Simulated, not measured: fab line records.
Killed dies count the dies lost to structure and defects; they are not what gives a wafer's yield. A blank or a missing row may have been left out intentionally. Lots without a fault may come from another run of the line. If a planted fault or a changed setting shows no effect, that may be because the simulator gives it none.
fab line records	flow sky130
[record] lots = 5	wafers = 15	last-day = 49
route steps=708 shown DNWELL@38 PWDE@45 NWELL@56
lots untouched by any fault: they come from a run of this same line in which no faults occurred
start-h: hours from the record's opening day to when the first of the lot's shown wafers began	wait-h: how many hours have passed since the lot's step before this one	" as in the row above	L1.1+2: one row covering several wafers at once	- no value, or no start was given	* or withheld: withheld	< > ~ a bound
route shown NAME@n: NAME is a module with steps in the file, n the number in the route of the first one	usual: mean/standard deviation taken from wafers without a fault	same: alike in all rows	chamber/n: place in a boat	sites: readings site by site	_std_site: their standard deviation	_edge_site: mean of outer sites minus mean of inner sites	radius-mm: for every site, how far away it sits from the centre of the wafer	mask NAME#n: copy n	behind: the most recent tool/chamber to have shaped the wafer	hold: reason for holding the lot/hours on hold/outcome of the hold	device: the transistor (n, p or np) that didn't switch	end of line: at the end of the route, the tests of the same wafers	step lacking rows: just its recipe	killed: count of dies lost to structure and defects at first sort (not the wafer's yield)	map: a wafer's dies, x killed, . not, _ none there
set.NAME: setting as actually run; set.NAME@STEP: the setting as run at that earlier step	model.NAME: the simulator's own value behind a step, which no gauge read
lots seen at some steps along the route; tables by step, rows by wafer
services: the hour from which a tool's chamber was out of use, counted from the record's first day as start-h (under 0 if before that day), plus the number of hours and why
[[steps]]
[step SKY_DNWELL_SOFTBAKE_03]
[recipe] temp-c = 110	time-s = withheld
lot.wafer	tool	chamber	start-h	wait-h
L076.3+4+6	litho-track-04	0	56.26	0.1
L077.4+5+6	litho-track-03	0	59.58	0.1
L089.1+2+6	litho-track-03	0	124.18	0.1
L092.1+3+4	litho-track-04	0	138.89	0.1
L094.1+3+6	litho-track-03	0	149.68	0.1
[step SKY_DNWELL_EXPOSE_04]
[recipe] mask-id = DNM	na = 0.57	target-cd-nm = 3000	dose-mj = 222
lot.wafer	tool	chamber	start-h	wait-h	mask
L076.3+4+6	iline-stepper-02	0	-	-	DNM#0
L077.4+5+6	iline-stepper-01	0	-	-	DNM#0
L089.1+2+6	iline-stepper-02	0	-	-	DNM#0
L092.1+3+4	iline-stepper-01	0	-	-	DNM#0
L094.1+3+6	iline-stepper-01	0	-	-	DNM#0
[step SKY_DNWELL_PEB_05]
[recipe] temp-c = 115	time-s = withheld
lot.wafer	tool	chamber	start-h	wait-h
L076.3+4+6	litho-track-01	0	-	-
L077.4+5+6	litho-track-04	0	-	-
L089.1+2+6	litho-track-04	0	-	-
L092.1+3+4	litho-track-03	0	-	-
L094.1+3+6	litho-track-01	0	-	-
[step SKY_DNWELL_DEVELOP_06]
[recipe] wall-angle-deg = 90	developer = TMAH	develop-time-s = 60	dev-temp-c = 23
lot.wafer	tool	chamber	start-h	wait-h
L076.3+4+6	litho-track-01	0	-	-
L077.4+5+6	litho-track-04	0	-	-
L089.1+2+6	litho-track-04	0	-	-
L092.1+3+4	litho-track-03	0	-	-
L094.1+3+6	litho-track-01	0	-	-
[step SKY_DNWELL_IMPLANT_07]
[recipe] species = P	energy-kev = withheld	dose-cm2 = withheld	tilt-deg = withheld
lot.wafer	tool	chamber	start-h	wait-h
L076.3+4+6	implanter-01	0	64.97	-
L077.4+5+6	implanter-04	0	67.62	-
L089.1+2+6	implanter-04	0	133.74	-
L092.1+3+4	implanter-04	0	149.23	-
L094.1+3+6	implanter-01	0	159.82	-
[step SKY_DNWELL_STRIP_08]
[recipe] chemistry = O2/N2	power-w = 1400	pressure-mtorr = 1500	platen-temp-c = withheld	o2-flow-sccm = 3000	n2-flow-sccm = 300	overash-fraction = 0.5
[usual] drypump-motor-current-A = 5.9/0.39	oes-product-au = 0.723/0.0049	strip-time-to-endpoint-s = 36.95/0.12
lot.wafer	tool	chamber	start-h	wait-h	drypump-motor-current-A	oes-product-au	rf-hours-counter-h	strip-time-to-endpoint-s
L076.3	plasma-asher-01	0	65.11	0.1	6.1	0.726	-	36.97
L076.4	"	1	"	"	5.4	0.725	-	36.97
L076.6	"	0	"	"	6.1	0.726	-	37.03
L077.4	plasma-asher-04	0	67.73	0.1	5.4	0.729	-	37.05
L077.5	"	1	"	"	6.3	0.718	-	37.14
L077.6	"	0	"	"	5.3	0.723	-	36.97
L089.1	plasma-asher-03	1	133.89	0.1	5.8	0.726	28	36.79
L089.2	"	0	"	"	6.4	0.721	28	36.82
L089.6	"	1	"	"	5.8	0.725	-	36.82
L092.1	plasma-asher-01	0	149.38	0.1	6.1	0.724	3	36.99
L092.3	"	0	"	"	6.1	0.724	-	36.95
L092.4	"	1	"	"	5.5	0.724	-	36.96
L094.1	plasma-asher-01	0	159.97	0.1	6.1	0.722	4	36.95
L094.3	"	0	"	"	6.1	0.727	-	36.94
L094.6	"	1	"	"	5.4	0.715	-	36.92
[step SKY_DNWELL_TW_MEAS_09]
[usual] DNWELL_TW = 1110/6.2
lot.wafer	tool	chamber	start-h	wait-h	DNWELL_TW
L076.3	film-metro-03	-	65.19	0.1	1113
L076.4	"	-	"	"	1118
L076.6	"	-	"	"	1117
L077.4	film-metro-01	-	67.82	0.1	1124
L077.5	"	-	"	"	1114
L077.6	"	-	"	"	1113
L089.1	film-metro-04	-	133.99	0.1	1112
L089.2	"	-	"	"	1108
L089.6	"	-	"	"	1114
L092.1	film-metro-01	-	149.48	0.1	1118
L092.3	"	-	"	"	1117
L092.4	"	-	"	"	1109
L094.1	film-metro-03	-	160.07	0.1	1103
L094.3	"	-	"	"	1102
L094.6	"	-	"	"	1101
[step SKY_PWDE_DEHYDRATE_00]
[recipe] temp-c = 200	time-s = 60
lot.wafer	tool	chamber	start-h	wait-h
L076.3+4+6	litho-track-04	0	72.34	7.1
L077.4+5+6	litho-track-03	0	75.70	7.9
L089.1+2+6	litho-track-02	0	143.31	9.3
L092.1+3+4	litho-track-03	0	159.03	9.5
L094.1+3+6	litho-track-03	0	169.63	9.5
[step SKY_PWDE_HMDS_01]
[recipe] prime-time-s = 60	prime-temp-c = 120.4
lot.wafer	tool	chamber	start-h	wait-h
L076.3+4+6	litho-track-04	0	72.49	0.1
L077.4+5+6	litho-track-03	0	75.85	0.1
L089.1+2+6	litho-track-02	0	143.46	0.1
L092.1+3+4	litho-track-03	0	159.18	0.1
L094.1+3+6	litho-track-03	0	169.78	0.1
[step SKY_PWDE_COAT_02]
[recipe] spin-rpm = 2000	resist-thk-nm = 3000
lot.wafer	tool	chamber	start-h	wait-h
L076.3+4+6	litho-track-04	0	72.64	0.1
L077.4+5+6	litho-track-03	0	76.00	0.1
L089.1+2+6	litho-track-02	0	143.61	0.1
L092.1+3+4	litho-track-03	0	159.33	0.1
L094.1+3+6	litho-track-03	0	169.93	0.1
[step SKY_PWDE_SOFTBAKE_03]
[recipe] temp-c = 110	time-s = withheld
lot.wafer	tool	chamber	start-h	wait-h
L076.3+4+6	litho-track-04	0	72.81	0.1
L077.4+5+6	litho-track-03	0	76.18	0.1
L089.1+2+6	litho-track-02	0	143.76	0.1
L092.1+3+4	litho-track-03	0	159.48	0.1
L094.1+3+6	litho-track-03	0	170.08	0.1
[step SKY_PWDE_EXPOSE_04]
[recipe] mask-id = PWDEM	na = 0.6	source-shape = conventional	sigma-outer = 0.6	polarization = unpolarized	target-cd-nm = 840	dose-mj = 214
[same] sigma-outer = 0.6
lot.wafer	tool	chamber	start-h	wait-h	mask
L076.3+4+6	iline-stepper-02	0	-	-	PWDEM#0
L077.4+5+6	iline-stepper-01	0	-	-	PWDEM#0
L089.1+2+6	iline-stepper-01	0	-	-	PWDEM#0
L092.1+3+4	iline-stepper-02	0	-	-	PWDEM#0
L094.1+3+6	iline-stepper-02	0	-	-	PWDEM#0
[step SKY_PWDE_PEB_05]
[recipe] temp-c = 115	time-s = withheld
lot.wafer	tool	chamber	start-h	wait-h
L076.3+4+6	litho-track-03	0	-	-
L077.4+5+6	litho-track-04	0	-	-
L089.1+2+6	litho-track-02	0	-	-
L092.1+3+4	litho-track-04	0	-	-
L094.1+3+6	litho-track-02	0	-	-
[step SKY_PWDE_DEVELOP_06]
[recipe] wall-angle-deg = 90	developer = TMAH	develop-time-s = 60	dev-temp-c = 23
lot.wafer	tool	chamber	start-h	wait-h
L076.3+4+6	litho-track-03	0	-	-
L077.4+5+6	litho-track-04	0	-	-
L089.1+2+6	litho-track-02	0	-	-
L092.1+3+4	litho-track-04	0	-	-
L094.1+3+6	litho-track-02	0	-	-
[step SKY_PWDE_OVL_MEAS_07]
[usual] PWDE_OVL = -0.5/1.3
lot.wafer	tool	chamber	start-h	wait-h	PWDE_OVL[nm]
L076.3	overlay-02	-	81.49	-	-1.4
L076.4	"	-	"	"	-1.9
L076.6	"	-	"	"	-1.8
L077.4	overlay-01	-	85.06	-	1.3
L077.5	"	-	"	"	0.9
L077.6	"	-	"	"	-0.8
L089.1	overlay-01	-	154.11	-	0.2
L089.2	"	-	"	"	-0.7
L089.6	"	-	"	"	-0.2
L092.1	overlay-01	-	169.64	-	-2.2
L092.3	"	-	"	"	0.1
L092.4	"	-	"	"	-1.6
L094.1	overlay-02	-	180.36	-	-2.1
L094.3	"	-	"	"	0.7
L094.6	"	-	"	"	-1.0
[step SKY_PWDE_IMPLANT_08]
[recipe] species = B	energy-kev = 150	dose-cm2 = 3.6e+12	tilt-deg = withheld
lot.wafer	tool	chamber	start-h	wait-h
L076.3+4+6	implanter-04	0	81.57	0.1
L077.4+5+6	implanter-02	0	85.15	0.1
L089.1+2+6	implanter-01	0	154.14	0.0
L092.1+3+4	implanter-02	0	169.68	0.0
L094.1+3+6	implanter-04	0	180.39	0.0
[step SKY_PWDE_STRIP_09]
[recipe] chemistry = O2/N2	power-w = 1400	pressure-mtorr = 1500	platen-temp-c = withheld	o2-flow-sccm = 3000	n2-flow-sccm = 300	overash-fraction = 0.5
[usual] drypump-motor-current-A = 5.9/0.33	oes-product-au = 0.723/0.0042	strip-time-to-endpoint-s = 36.96/0.1
lot.wafer	tool	chamber	start-h	wait-h	drypump-motor-current-A	oes-product-au	rf-hours-counter-h	strip-time-to-endpoint-s
L076.3	plasma-asher-04	1	81.70	0.1	6.3	0.717	-	37.05
L076.4	"	0	"	"	5.4	0.728	-	36.95
L076.6	"	1	"	"	6.3	0.722	-	37.16
L077.4	plasma-asher-02	1	85.26	0.1	6.0	0.721	-	37.08
L077.5	"	0	"	"	5.9	0.726	-	37.20
L077.6	"	1	"	"	6.0	0.727	-	37.10
L089.1	plasma-asher-02	1	154.29	0.1	6.0	0.729	45	36.92
L089.2	"	0	"	"	6.0	0.721	45	36.99
L089.6	"	1	"	"	6.0	0.714	-	36.99
L092.1	plasma-asher-01	1	169.83	0.1	5.4	0.718	5	36.91
L092.3	"	0	"	"	6.1	0.719	-	36.98
L092.4	"	1	"	"	5.4	0.725	-	36.96
L094.1	plasma-asher-01	1	180.54	0.1	5.4	0.726	6	36.90
L094.3	"	1	"	"	5.4	0.729	-	37.03
L094.6	"	0	"	"	6.1	0.718	-	36.85
[step SKY_PWDE_TW_MEAS_10]
[usual] PWDE_TW = 372.3/1.6
lot.wafer	tool	chamber	start-h	wait-h	PWDE_TW
L076.3	film-metro-03	-	81.79	0.1	370.9
L076.4	"	-	"	"	375.7
L076.6	"	-	"	"	371.9
L077.4	film-metro-03	-	85.36	0.1	371.2
L077.5	"	-	"	"	370.9
L077.6	"	-	"	"	370.7
L089.1	film-metro-01	-	154.39	0.1	373.1
L089.2	"	-	"	"	374.0
L089.6	"	-	"	"	374.2
L092.1	film-metro-01	-	169.93	0.1	373.5
L092.3	"	-	"	"	374.9
L092.4	"	-	"	"	375.1
L094.1	film-metro-01	-	180.64	0.1	372.0
L094.3	"	-	"	"	373.2
L094.6	"	-	"	"	374.1
[step SKY_NWELL_DEHYDRATE_03]
[recipe] temp-c = 200	time-s = 60
lot.wafer	tool	chamber	start-h	wait-h
L076.3+4+6	litho-track-01	0	89.27	7.5
L077.4+5+6	litho-track-02	0	92.83	7.5
L089.1+2+6	litho-track-02	0	164.01	9.6
L092.1+3+4	litho-track-02	0	179.36	9.4
L094.1+3+6	litho-track-01	0	190.32	9.7
[step SKY_NWELL_HMDS_04]
[recipe] prime-time-s = 60	prime-temp-c = 120
lot.wafer	tool	chamber	start-h	wait-h
L076.3+4+6	litho-track-01	0	89.42	0.1
L077.4+5+6	litho-track-02	0	92.98	0.1
L089.1+2+6	litho-track-02	0	164.16	0.1
L092.1+3+4	litho-track-02	0	179.51	0.1
L094.1+3+6	litho-track-01	0	190.47	0.1
[step SKY_NWELL_COAT_05]
[recipe] spin-rpm = 2026	resist-thk-nm = 3000
lot.wafer	tool	chamber	start-h	wait-h
L076.3+4+6	litho-track-01	0	89.57	0.1
L077.4+5+6	litho-track-02	0	93.13	0.1
L089.1+2+6	litho-track-02	0	164.31	0.1
L092.1+3+4	litho-track-02	0	179.66	0.1
L094.1+3+6	litho-track-01	0	190.62	0.1
[step SKY_NWELL_SOFTBAKE_06]
[recipe] temp-c = 110	time-s = withheld
lot.wafer	tool	chamber	start-h	wait-h
L076.3+4+6	litho-track-01	0	89.74	0.1
L077.4+5+6	litho-track-02	0	93.31	0.1
L089.1+2+6	litho-track-02	0	164.46	0.1
L092.1+3+4	litho-track-02	0	179.81	0.1
L094.1+3+6	litho-track-01	0	190.77	0.1
[step SKY_NWELL_EXPOSE_07]
[recipe] mask-id = NWM	na = 0.6	source-shape = conventional	sigma-outer = 0.6	polarization = unpolarized	target-cd-nm = 840	dose-mj = 255
[same] sigma-outer = 0.6
lot.wafer	tool	chamber	start-h	wait-h	mask
L076.3+4+6	iline-stepper-01	0	-	-	NWM#0
L077.4+5+6	iline-stepper-02	0	-	-	NWM#0
L089.1+2+6	iline-stepper-02	0	-	-	NWM#0
L092.1+3+4	iline-stepper-02	0	-	-	NWM#0
L094.1+3+6	iline-stepper-01	0	-	-	NWM#0
[step SKY_NWELL_PEB_08]
[recipe] temp-c = 115	time-s = withheld
lot.wafer	tool	chamber	start-h	wait-h
L076.3+4+6	litho-track-04	0	-	-
L077.4+5+6	litho-track-04	0	-	-
L089.1+2+6	litho-track-01	0	-	-
L092.1+3+4	litho-track-01	0	-	-
L094.1+3+6	litho-track-04	0	-	-
[step SKY_NWELL_DEVELOP_09]
[recipe] wall-angle-deg = 90	developer = TMAH	develop-time-s = 60	dev-temp-c = 23
lot.wafer	tool	chamber	start-h	wait-h
L076.3+4+6	litho-track-04	0	-	-
L077.4+5+6	litho-track-04	0	-	-
L089.1+2+6	litho-track-01	0	-	-
L092.1+3+4	litho-track-01	0	-	-
L094.1+3+6	litho-track-04	0	-	-
[step SKY_NWELL_OVL_MEAS_10]
[usual] NWELL_00_OVL = -0.2/1.4
lot.wafer	tool	chamber	start-h	wait-h	NWELL_00_OVL[nm]
L076.3	overlay-01	-	98.50	-	-2.5
L076.4	"	-	"	"	-0.5
L076.6	"	-	"	"	-0.3
L077.4	overlay-02	-	102.71	-	-1.5
L077.5	"	-	"	"	-0.2
L077.6	"	-	"	"	-0.9
L089.1	overlay-01	-	174.82	-	1.1
L089.2	"	-	"	"	0.0
L089.6	"	-	"	"	-0.4
L092.1	overlay-01	-	190.32	-	2.6
L092.3	"	-	"	"	0.3
L092.4	"	-	"	"	0.3
L094.1	overlay-01	-	201.79	-	1.7
L094.3	"	-	"	"	0.7
L094.6	"	-	"	"	-0.1
[step SKY_NWELL_IMPLANT_11]
[recipe] species = P	energy-kev = 400	dose-cm2 = 1.9e+13	tilt-deg = withheld
lot.wafer	tool	chamber	start-h	wait-h
L076.3+4+6	implanter-02	0	98.58	0.1
L077.4+5+6	implanter-04	0	102.80	0.1
L089.1+2+6	implanter-02	0	174.86	0.0
L092.1+3+4	implanter-02	0	190.36	0.0
L094.1+3+6	implanter-04	0	201.83	0.0
[step SKY_NWELL_IMPLANT_12]
[recipe] species = P	energy-kev = 120	dose-cm2 = 1.3e+12	tilt-deg = withheld
lot.wafer	tool	chamber	start-h	wait-h
L076.3+4+6	implanter-02	0	98.73	0.1
L077.4+5+6	implanter-04	0	102.95	0.1
L089.1+2+6	implanter-02	0	175.01	0.1
L092.1+3+4	implanter-02	0	190.51	0.1
L094.1+3+6	implanter-04	0	201.98	0.1
[step SKY_NWELL_IMPLANT_13]
[recipe] species = P	energy-kev = 50	dose-cm2 = 7e+11	tilt-deg = withheld
lot.wafer	tool	chamber	start-h	wait-h
L076.3+4+6	implanter-02	0	98.88	0.1
L077.4+5+6	implanter-04	0	103.10	0.1
L089.1+2+6	implanter-02	0	175.16	0.1
L092.1+3+4	implanter-02	0	190.66	0.1
L094.1+3+6	implanter-04	0	202.13	0.1
[step SKY_NWELL_STRIP_14]
[recipe] chemistry = O2/N2	power-w = 1400	pressure-mtorr = 1500	platen-temp-c = withheld	o2-flow-sccm = 3000	n2-flow-sccm = 300	overash-fraction = 0.5
[usual] drypump-motor-current-A = 5.96/0.28	oes-product-au = 0.722/0.0043	strip-time-to-endpoint-s = 36.73/0.095
lot.wafer	tool	chamber	start-h	wait-h	drypump-motor-current-A	oes-product-au	rf-hours-counter-h	strip-time-to-endpoint-s
L076.3	plasma-asher-02	0	99.01	0.1	5.94	0.721	-	36.87
L076.4	"	1	"	"	6.01	0.725	-	36.70
L076.6	"	0	"	"	5.93	0.730	-	36.76
L077.4	plasma-asher-03	1	103.21	0.1	5.78	0.715	-	36.73
L077.5	"	0	"	"	6.32	0.724	-	36.76
L077.6	"	1	"	"	5.78	0.727	-	36.75
L089.1	plasma-asher-03	0	175.31	0.1	6.32	0.718	32	36.80
L089.2	"	1	"	"	5.75	0.721	32	36.80
L089.6	"	0	"	"	6.34	0.722	-	36.68
L092.1	plasma-asher-01	1	190.81	0.1	5.40	0.715	7	36.77
L092.3	"	1	"	"	5.43	0.723	-	36.68
L092.4	"	0	"	"	6.11	0.722	-	36.76
L094.1	plasma-asher-03	1	202.28	0.1	5.78	0.714	35	36.95
L094.3	"	0	"	"	6.30	0.718	-	36.86
L094.6	"	1	"	"	5.76	0.716	-	36.90
[step SKY_NWELL_TW_MEAS_15]
[usual] NWELL_TW = 1814/8.7
lot.wafer	tool	chamber	start-h	wait-h	NWELL_TW
L076.3	film-metro-01	-	99.10	0.1	1820
L076.4	"	-	"	"	1828
L076.6	"	-	"	"	1822
L077.4	film-metro-03	-	103.31	0.1	1793
L077.5	"	-	"	"	1804
L077.6	"	-	"	"	1804
L089.1	film-metro-01	-	175.41	0.1	1817
L089.2	"	-	"	"	1817
L089.6	"	-	"	"	1821
L092.1	film-metro-04	-	190.91	0.1	1827
L092.3	"	-	"	"	1823
L092.4	"	-	"	"	1815
L094.1	film-metro-04	-	202.38	0.1	1817
L094.3	"	-	"	"	1803
L094.6	"	-	"	"	1807
[step SKY_NWELL_DEHYDRATE_16]
[recipe] temp-c = 200	time-s = 60
lot.wafer	tool	chamber	start-h	wait-h
L076.3+4+6	litho-track-02	0	107.11	8.0
L077.4+5+6	litho-track-01	0	111.20	7.9
L089.1+2+6	litho-track-02	0	184.51	9.1
L092.1+3+4	litho-track-02	0	200.91	10.0
L094.1+3+6	litho-track-04	0	212.64	10.3
[step SKY_NWELL_HMDS_17]
[recipe] prime-time-s = 60	prime-temp-c = 120
lot.wafer	tool	chamber	start-h	wait-h
L076.3+4+6	litho-track-02	0	107.26	0.1
L077.4+5+6	litho-track-01	0	111.35	0.1
L089.1+2+6	litho-track-02	0	184.66	0.1
L092.1+3+4	litho-track-02	0	201.06	0.1
L094.1+3+6	litho-track-04	0	212.79	0.1
[step SKY_NWELL_COAT_18]
[recipe] spin-rpm = 2000	resist-thk-nm = 3000
lot.wafer	tool	chamber	start-h	wait-h
L076.3+4+6	litho-track-02	0	107.41	0.1
L077.4+5+6	litho-track-01	0	111.50	0.1
L089.1+2+6	litho-track-02	0	184.81	0.1
L092.1+3+4	litho-track-02	0	201.21	0.1
L094.1+3+6	litho-track-04	0	212.94	0.1
[step SKY_NWELL_SOFTBAKE_19]
[recipe] temp-c = 110	time-s = withheld
lot.wafer	tool	chamber	start-h	wait-h
L076.3+4+6	litho-track-02	0	107.58	0.1
L077.4+5+6	litho-track-01	0	111.67	0.1
L089.1+2+6	litho-track-02	0	184.96	0.1
L092.1+3+4	litho-track-02	0	201.36	0.1
L094.1+3+6	litho-track-04	0	213.09	0.1
[step SKY_NWELL_EXPOSE_20]
[recipe] mask-id = NWM_COMPLEMENT	na = 0.6	source-shape = conventional	sigma-outer = 0.6	polarization = unpolarized	target-cd-nm = 840	dose-mj = 260
[same] sigma-outer = 0.6
lot.wafer	tool	chamber	start-h	wait-h	mask
L076.3+4+6	iline-stepper-01	0	-	-	NWM_COMPLEMENT#0
L077.4+5+6	iline-stepper-02	0	-	-	NWM_COMPLEMENT#0
L089.1+2+6	iline-stepper-01	0	-	-	NWM_COMPLEMENT#0
L092.1+3+4	iline-stepper-02	0	-	-	NWM_COMPLEMENT#0
L094.1+3+6	iline-stepper-02	0	-	-	NWM_COMPLEMENT#0
[step SKY_NWELL_PEB_21]
[recipe] temp-c = 115	time-s = withheld
lot.wafer	tool	chamber	start-h	wait-h
L076.3+4+6	litho-track-02	0	-	-
L077.4+5+6	litho-track-02	0	-	-
L089.1+2+6	litho-track-04	0	-	-
L092.1+3+4	litho-track-02	0	-	-
L094.1+3+6	litho-track-04	0	-	-
[step SKY_NWELL_DEVELOP_22]
[recipe] wall-angle-deg = 90	developer = TMAH	develop-time-s = 60	dev-temp-c = 23
lot.wafer	tool	chamber	start-h	wait-h
L076.3+4+6	litho-track-02	0	-	-
L077.4+5+6	litho-track-02	0	-	-
L089.1+2+6	litho-track-04	0	-	-
L092.1+3+4	litho-track-02	0	-	-
L094.1+3+6	litho-track-04	0	-	-
[step SKY_NWELL_OVL_MEAS_23]
[usual] NWELL_01_OVL = -0.8/1.4
lot.wafer	tool	chamber	start-h	wait-h	NWELL_01_OVL[nm]
L076.3	overlay-01	-	116.77	-	-0.7
L076.4	"	-	"	"	-0.6
L076.6	"	-	"	"	0.1
L077.4	overlay-01	-	121.38	-	-0.6
L077.5	"	-	"	"	-1.6
L077.6	"	-	"	"	-1.1
L089.1	overlay-01	-	196.09	-	0.8
L089.2	"	-	"	"	-1.4
L089.6	"	-	"	"	-1.2
L092.1	overlay-01	-	212.41	-	-1.6
L092.3	"	-	"	"	-1.7
L092.4	"	-	"	"	1.1
L094.1	overlay-02	-	224.89	-	1.1
L094.3	"	-	"	"	-1.0
L094.6	"	-	"	"	-0.7
[step SKY_NWELL_IMPLANT_24]
[recipe] species = B	energy-kev = 140	dose-cm2 = 9.2e+12	tilt-deg = withheld
lot.wafer	tool	chamber	start-h	wait-h
L076.3+4+6	implanter-03	0	116.84	0.1
L077.4+5+6	implanter-04	0	121.47	0.1
L089.1+2+6	implanter-02	0	196.13	0.0
L092.1+3+4	implanter-03	0	212.44	0.0
L094.1+3+6	implanter-02	0	224.93	0.0
[step SKY_NWELL_STRIP_25]
[recipe] chemistry = O2/N2	power-w = 1400	pressure-mtorr = 1500	platen-temp-c = withheld	o2-flow-sccm = 3000	n2-flow-sccm = 300	overash-fraction = 0.5
[usual] drypump-motor-current-A = 5.91/0.29	oes-product-au = 0.722/0.0045	strip-time-to-endpoint-s = 36.92/0.11
lot.wafer	tool	chamber	start-h	wait-h	drypump-motor-current-A	oes-product-au	rf-hours-counter-h	strip-time-to-endpoint-s
L076.3	plasma-asher-02	1	116.98	0.1	6.00	0.723	-	36.91
L076.4	"	0	"	"	5.97	0.717	-	36.90
L076.6	"	0	"	"	5.97	0.725	-	36.95
L077.4	plasma-asher-01	1	121.58	0.1	5.42	0.723	-	37.02
L077.5	"	1	"	"	5.41	0.708	-	37.06
L077.6	"	0	"	"	6.09	0.719	-	36.97
L089.1	plasma-asher-01	0	196.28	0.1	6.10	0.723	8	37.10
L089.2	"	1	"	"	5.45	0.724	8	36.94
L089.6	"	1	"	"	5.47	0.723	-	37.07
L092.1	plasma-asher-01	0	212.59	0.1	6.11	0.725	9	36.78
L092.3	"	0	"	"	6.14	0.727	-	36.85
L092.4	"	1	"	"	5.42	0.713	-	36.88
L094.1	plasma-asher-02	0	225.08	0.1	5.96	0.723	52	36.87
L094.3	"	0	"	"	5.96	0.714	-	36.89
L094.6	"	1	"	"	6.02	0.724	-	36.78
[step SKY_NWELL_TW_MEAS_26]
[usual] NWELL_2_TW = 494.3/2.7
lot.wafer	tool	chamber	start-h	wait-h	NWELL_2_TW
L076.3	film-metro-03	-	117.06	0.1	493.8
L076.4	"	-	"	"	494.3
L076.6	"	-	"	"	493.7
L077.4	film-metro-04	-	121.67	0.1	491.6
L077.5	"	-	"	"	492.8
L077.6	"	-	"	"	496.9
L089.1	film-metro-03	-	196.38	0.1	493.6
L089.2	"	-	"	"	493.7
L089.6	"	-	"	"	495.0
L092.1	film-metro-03	-	212.69	0.1	491.3
L092.3	"	-	"	"	493.4
L092.4	"	-	"	"	489.1
L094.1	film-metro-04	-	225.18	0.1	495.8
L094.3	"	-	"	"	497.8
L094.6	"	-	"	"	494.8
[step SKY_NWELL_CLEAN_27]
[recipe] chemistry = SC1/SC2	mix = 1:4:20	temp-c = 70	time-s = 150	dry = n2-spin
lot.wafer	tool	chamber	start-h	wait-h
L076.3+4+6	wet-bench-02	1	117.10	0.0
L077.4+5+6	wet-bench-01	0	121.70	0.0
L089.1+2+6	wet-bench-02	1	196.44	0.1
L092.1+3+4	wet-bench-03	3	212.75	0.1
L094.1+3+6	wet-bench-02	3	225.24	0.1
[step SKY_NWELL_RTA_28]
[recipe] temp-c = 1050	time-s = 30	idle-temp-c = 650	ramp-up-c-per-s = 150	ramp-down-c-per-s = 90	ambient = N2
[usual] lamp-power-pct = 25.31/0.055	wafer_temp_C_max = 1054.8/0.93
lot.wafer	tool	chamber	start-h	wait-h	lamp-power-pct	wafer_temp_C_max
L076.3	rtp-anneal-02	0	117.20	0.0	25.27	1054.3
L076.4	"	0	"	"	25.29	1054.2
L076.6	"	0	"	"	25.28	1055.5
L077.4	rtp-anneal-02	0	121.80	0.1	25.40	1055.4
L077.5	"	0	"	"	25.37	1053.2
L077.6	"	0	"	"	25.26	1054.7
L089.1	rtp-anneal-02	0	196.49	0.0	25.37	1054.4
L089.2	"	0	"	"	25.34	1054.9
L089.6	"	0	"	"	25.34	1053.6
L092.1	rtp-anneal-01	0	212.80	0.0	25.29	1054.2
L092.3	"	0	"	"	25.36	1055.5
L092.4	"	0	"	"	25.19	1055.1
L094.1	rtp-anneal-01	0	225.29	0.0	25.20	1054.6
L094.3	"	0	"	"	25.31	1053.8
L094.6	"	0	"	"	25.39	1053.6
[[services]]
tool	chamber	start-h	hours	kind
implanter-02	-	42.55	0.6	repair
iline-stepper-01	0	54.04	-	calibration
implanter-04	-	58.13	2.6	pm
implanter-02	-	63.80	2.4	repair
iline-stepper-01	-	68.85	4.4	pm
plasma-asher-03	-	69.39	4.0	repair
iline-stepper-01	-	87.11	1.7	pm
iline-stepper-02	-	88.78	4.4	pm
implanter-02	-	94.93	1.2	repair
implanter-01	-	96.26	6.6	pm
plasma-asher-01	-	108.75	9.0	pm
plasma-asher-01	0	108.75	9.0	vent-cycle
plasma-asher-01	1	108.75	9.0	vent-cycle
implanter-03	-	112.31	1.0	repair
iline-stepper-02	0	115.84	-	calibration
plasma-asher-01	0	117.75	-	clean
iline-stepper-02	-	124.62	1.7	pm
plasma-asher-04	-	132.59	1.7	repair
implanter-03	-	137.06	8.1	repair
rtp-anneal-01	-	138.34	3.9	pm
plasma-asher-03	-	143.47	2.8	pm
implanter-02	-	152.66	5.6	repair
implanter-04	-	167.36	1.0	repair
iline-stepper-02	-	215.88	0.8	repair
[[key]]
fault none
